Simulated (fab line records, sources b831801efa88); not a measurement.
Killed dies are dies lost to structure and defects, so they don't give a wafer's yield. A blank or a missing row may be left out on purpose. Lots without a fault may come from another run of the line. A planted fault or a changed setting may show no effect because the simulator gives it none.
A struck lot beside a sound one | flow gf180mcu | 17 steps out of a route of 602
Sound: wafers L961.3, L961.4, L961.6. Struck: wafers L955.4, L955.6. (L955.5 of the same lot was not struck and is left out.) The cause comes at the end.
At each step with rows: each side's tool, then ch and its chambers, then its first start. Under that, the readings that differ: sound wafers | struck wafers | difference of the means | sigmas: that difference in standard deviations of wafers without a fault.
alike: readings whose means differ by less than 2 such deviations, and words and numbers that are the same on both sides. not compared: withheld readings, readings that some wafer has no value for, bounds like >300 that may hide the same value, and numbers for which the record gives no deviation and whose values overlap.
The two part at a step that has a row with sigmas, a row that says differs or no value, or rows on one side only. Numbers that don't overlap but have no deviation are shown without sigmas and don't part them. A reading that every wafer of one side lacks parts them only if that side has two wafers or more.

first, 3 steps without rows for these wafers: GF_V3_EXPOSE_11 (exposes mask Via3, target cd 260 nm); GF_V3_PEB_12 (peb time 90 s); GF_V3_DEVELOP_13 (develop time 60 s).
GF_V3_CD_MEAS_14: target cd 260 nm.
  sound on cd_sem-01, day 27 09:47; struck on cd_sem-01, day 25 05:05
  alike: cd_nm
GF_V3_OVL_MEAS_15:
  sound on overlay-02, day 27 09:53; struck on overlay-02, day 25 05:10
  alike: V3_OVL
then, 1 step without rows for these wafers: GF_V3_ETCH_16 (etches BARC in N2/H2).
GF_V3_ETCH_17: etches SiO2 in C4F8/O2/Ar, stops on TiN, target depth 635 nm.
  sound on rie_diel-01 ch 2,3; struck on rie_diel-04 ch 0,3
  alike: chamber_pressure_mTorr, oes_product_au
GF_V3_STRIP_18: strips in O2/N2.
  sound on plasma_asher-02 ch 0,1, day 27 10:04; struck on plasma_asher-02 ch 0,1, day 25 05:20
  alike: chamber_pressure_mTorr, drypump_motor_current_A, heater_power_w, oes_product_au
  not compared: rf_hours_counter_h
then, 2 steps without rows for these wafers: GF_V3_STRIP_19 (strips in post etch residue remover, time 1200 s); GF_V3_CLEAN_20 (cleans in DIW).
GF_V3_SPUTTER_21: material Ti, target thk 15 nm, time 80.02 s.
  sound on pvd_sputter-02, day 27 10:34; struck on pvd_sputter-02, day 25 05:53
  alike: throttle_valve_pct
GF_V3_SPUTTER_22: material TiN, target thk 10 nm, time 40 s.
  sound on pvd_sputter-02, day 27 10:38; struck on pvd_sputter-02, day 25 05:56
  alike: throttle_valve_pct
GF_V3_CVD_23: deposits W, target thk 350 nm, time 104.9 s.
  sound on cvd_w-01 ch 0,1, day 27 10:43; struck on cvd_w-02 ch 0, day 25 06:01
  reading                          | sound             | struck      | difference | sigmas
  chamber_pressure_Torr (Torr)     | 39.94 40.03 40.03 | 45.23 45.24 | +5.23      | +59
  model.W_of_V3_CVD_23.thk_nm (nm) | 350.3 350.2 353   | 367.6 370.1 | +17.7      |
  alike: heater_power_w
GF_V3_RS_MEAS_24: measures by four-point-probe.
  sound on film_metro-01, day 27 10:49; struck on film_metro-02, day 25 06:09
  reading          | sound             | struck      | difference | sigmas
  V3_W_RS (ohm/sq) | 0.327 0.327 0.324 | 0.311 0.310 | -0.016     | -4
GF_V3_THK_MEAS_25: measures by xrf.
  sound on film_metro-01, day 27 10:55; struck on film_metro-02, day 25 06:14
  reading       | sound       | struck  | difference | sigmas
  V3_W_THK (nm) | 357 358 362 | 373 379 | +17        | +3
GF_V3_CMP_26: polishes, stops on SiO2, t overpolish 15 s, target thk 0 nm.
  sound on cmp-01 ch 1,2,3, day 27 10:58; struck on cmp-01 ch 3, day 25 06:19
  alike: motor_current_A
then, 1 step without rows for these wafers: GF_PASSIVATION_PROBE_99.

WHERE THEY PART
First at GF_V3_CVD_23; last, within this record, at GF_V3_THK_MEAS_25. Later steps at which nothing parts them and some readings are alike: GF_V3_CMP_26.

WHY: what the simulator had put in
Process parameter drift: cvd_w-02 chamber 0, from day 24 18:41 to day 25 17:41, at GF_V3_CVD_23. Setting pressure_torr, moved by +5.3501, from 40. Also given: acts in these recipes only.
